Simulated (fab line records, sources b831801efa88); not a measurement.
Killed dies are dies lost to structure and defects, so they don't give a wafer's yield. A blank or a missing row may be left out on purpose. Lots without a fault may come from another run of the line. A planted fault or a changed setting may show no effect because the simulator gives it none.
Problem report in the 8D (eight disciplines) form, filled by code | flow sky130 | the parts of the form that need people (team, actions taken, sign-off) are left out

1. THE PROBLEM
run_length_s at SKY_POLY_GATE_ETCH_17 reads a mean of 115.3 s on 2 wafers of 2 lots; wafers without a fault read 98.8 s with a standard deviation of 0.38. That is +44 standard deviations from the usual mean.
The step: etches poly-Si in HBr/Cl2, stops on SiO2, target depth 180 nm, time 70.5 s.
First seen on wafer L501.1, day 20 01:59, on rie_si-02. The record holds 32 wafers of 11 lots with a number at this step. Rule for "out", or "out of limits": more than 4 standard deviations from the usual mean. The other wafers with a number count as sound.

2. WHAT IT IS AND WHAT IT IS NOT
question                    | is                           | is not
which readings at this step | run_length_s, oes_product_au | drypump_motor_current_A, throttle_valve_pct
which lots                  | L501, L503                   | L492, L494, L495, L497, L498, L510, L513, L514, L515
which wafers of those lots  | L501.1, L503.4               | L501.5, L503.5, L503.6
read on which tools         | rie_si-02                    | rie_si-01
when                        | from day 20 01:59            | up to then (16 sound wafers); but 14 sound wafers of L503, L510, L513, L514, L515 came after

3. SUSPECTS, AND WHAT RULES EACH OUT
Counting: a tool at a process step up to the reading stays a suspect if it ran every lot that is out. Sound lots after the first of them don't rule it out here, since some wafers of a struck lot are sound.
- rie_si-02 at SKY_POLY_GATE_ETCH_17 (etches poly-Si in HBr/Cl2, stops on SiO2, target depth 180 nm, time 70.5 s): kept. It ran every lot that is out, first L501 (day 20 01:59); its last sound lot up to then is L498 (day 18 23:38). Its own readings are out on those wafers: oes_product_au, run_length_s.
Left after counting: rie_si-02 at SKY_POLY_GATE_ETCH_17.

4. THE CAUSE (what the simulator had put in)
Process parameter drift: rie_si-02, from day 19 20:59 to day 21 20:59, at SKY_POLY_GATE_ETCH_17. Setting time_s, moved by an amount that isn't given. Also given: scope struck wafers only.
Counting left only this tool.

5. THE CHAIN OF EFFECTS, in route order
Each row: a reading whose mean over the struck wafers that have a number lies more than 3 standard deviations from the usual. Only readings for which the record gives a usual standard deviation are gone through. hours: the time from each lot's start at the first step in this table that gives one to its start at this step, as a median over the lots. sigmas: the change in usual standard deviations.
hours | step                   | reading                  | usual      | on struck wafers | change | sigmas
0     | SKY_POLY_GATE_ETCH_17  | oes_product_au           | 0.983 a.u. | 0.857            | -0.126 | -18
0     | SKY_POLY_GATE_ETCH_17  | run_length_s             | 98.8 s     | 115.3            | +16.5  | +44
0     | SKY_POLY_GATE_STRIP_18 | strip_time_to_endpoint_s | 3.178 s    | 2.970            | -0.208 | -7.7
The process steps in it:
- SKY_POLY_GATE_ETCH_17: etches poly-Si in HBr/Cl2, stops on SiO2, target depth 180 nm, time 70.5 s.
- SKY_POLY_GATE_STRIP_18: strips in O2/N2.

6. WHAT WOULD HAVE CAUGHT IT SOONER
In this record the first reading out of limits was taken at day 20 01:59, 5 hours after the fault began at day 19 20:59.
